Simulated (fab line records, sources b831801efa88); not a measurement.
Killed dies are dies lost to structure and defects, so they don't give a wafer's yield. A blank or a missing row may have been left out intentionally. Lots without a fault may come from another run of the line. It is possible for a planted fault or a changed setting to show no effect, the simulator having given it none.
Shared-tool check	flow gf180mcu	12 lots and 36 wafers in the sample

## REASON FOR OPENING
At GF_PSD_RS_MEAS_14 the reading NSD_RS is flagged on 2 of 12 lots. Wafers without a fault read 46.11 ohm/sq, standard deviation 0.088.
Rule: flag the lot when none of its wafers has a number, or when each of its wafers that has one lies beyond 4 standard deviations from that mean. The rest of the lots are taken to be sound.

lot	measured	on	NSD_RS (ohm/sq), wafer by wafer	flag
L968	day 14 04:05	film metro-01	46.10 46.13 46.10	
L969	day 14 14:42	film metro-02	46.12 46.07 46.06	
L970	day 14 19:04	film metro-04	46.06 46.02 45.90	
L974	day 16 11:58	film metro-02	46.09 46.15 46.11	
L975	day 16 16:10	film metro-02	45.96 46.14 46.13	
L978	day 17 18:06	film metro-04	46.08 46.10 46.11	
L982	day 19 16:52	film metro-02	46.18 46.22 46.20	
L983	day 19 22:19	film metro-02	47.50 47.50 47.50	FLAGGED
L985	day 20 07:25	film metro-01	47.48 47.37 47.43	FLAGGED
L987	day 21 01:59	film metro-01	46.20 46.15 46.27	
L990	day 21 18:04	film metro-02	46.09 46.12 46.19	
L991	day 22 05:00	film metro-02	46.02 46.18 46.12	
The numbers of the flagged lots are 47.46 ohm/sq on average: +1.35 ohm/sq against the usual, or +15 standard deviations.

## TOOL THAT RAN EACH LOT
The record holds 2 process steps before the reading, out of a route of 602 steps. Each cell gives the tool, then ch followed by the chambers the sampled wafers passed through, then the start.
lot	flag	GF_NSD_IMPLANT_10	GF_NSD_STRIP_11
L968		implanter-03 ch 0, day 13 06:18	plasma asher-04 ch 0,1, day 13 06:26
L969		implanter-02 ch 0, day 13 16:35	plasma asher-04 ch 0,1, day 13 16:44
L970		implanter-03 ch 0, day 13 21:02	plasma asher-04 ch 0,1, day 13 21:11
L974		implanter-04 ch 0, day 15 12:42	plasma asher-04 ch 1, day 15 12:50
L975		implanter-02 ch 0, day 15 17:16	plasma asher-03 ch 0,1, day 15 17:25
L978		implanter-02 ch 0, day 16 18:31	plasma asher-03 ch 0,1, day 16 18:40
L982		implanter-04 ch 0, day 18 16:02	plasma asher-03 ch 0,1, day 18 16:09
L983	FLAGGED	implanter-02 ch 0, day 18 21:08	plasma asher-04 ch 1, day 18 21:17
L985	FLAGGED	implanter-02 ch 0, day 19 06:33	plasma asher-03 ch 0,1, day 19 06:40
L987		implanter-04 ch 0, day 20 01:17	plasma asher-01 ch 0,1, day 20 01:25
L990		implanter-04 ch 0, day 20 17:18	plasma asher-03 ch 0,1, day 20 17:27
L991		implanter-03 ch 0, day 21 04:22	plasma asher-04 ch 0,1, day 21 04:31
What these steps do:
- GF_NSD_IMPLANT_10
- GF_NSD_STRIP_11: strips in O2/N2.
- GF_PSD_RS_MEAS_14: measures by four-point-probe.

## FLAGGED OVER TOTAL, TOOL BY TOOL (the gauges that took the reading come last)
step	tool	lots run	flagged	share of the flagged lots	sound lots run after its first flagged lot
GF_NSD_IMPLANT_10	implanter-02	5	2	all	0
GF_NSD_IMPLANT_10	implanter-03	3	0	none	-
GF_NSD_IMPLANT_10	implanter-04	4	0	none	-
GF_NSD_STRIP_11	plasma asher-01	1	0	none	-
GF_NSD_STRIP_11	plasma asher-03	5	1	some	1 (L990)
GF_NSD_STRIP_11	plasma asher-04	6	1	some	1 (L991)
GF_PSD_RS_MEAS_14	film metro-01	3	1	some	1 (L987)
GF_PSD_RS_MEAS_14	film metro-02	7	1	some	2 (L990,L991)
GF_PSD_RS_MEAS_14	film metro-04	2	0	none	-

## WHAT IS ALLOWED BY THE TABLE
All flagged lots share 1 row of the table, namely implanter-02 at GF_NSD_IMPLANT_10.
- implanter-02 at GF_NSD_IMPLANT_10 ran 5 lots, 2 of them flagged. A fault beginning between L978 (day 16 18:31), its last sound lot, and L983 (day 18 21:08), its first flagged one, fits the data. Its own readings (dose ions cm2, faraday current uA) fall more than 4 standard deviations out on all wafers of the flagged lots.
One tool is left: implanter-02 at GF_NSD_IMPLANT_10.

## WHAT HAD BEEN PUT IN BY THE SIMULATOR
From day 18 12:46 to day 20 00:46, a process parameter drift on implanter-02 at GF_NSD_IMPLANT_10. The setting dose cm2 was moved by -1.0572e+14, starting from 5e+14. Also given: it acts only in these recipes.
Struck lots among those shown: L983, L985. This agrees with what the rule above found.
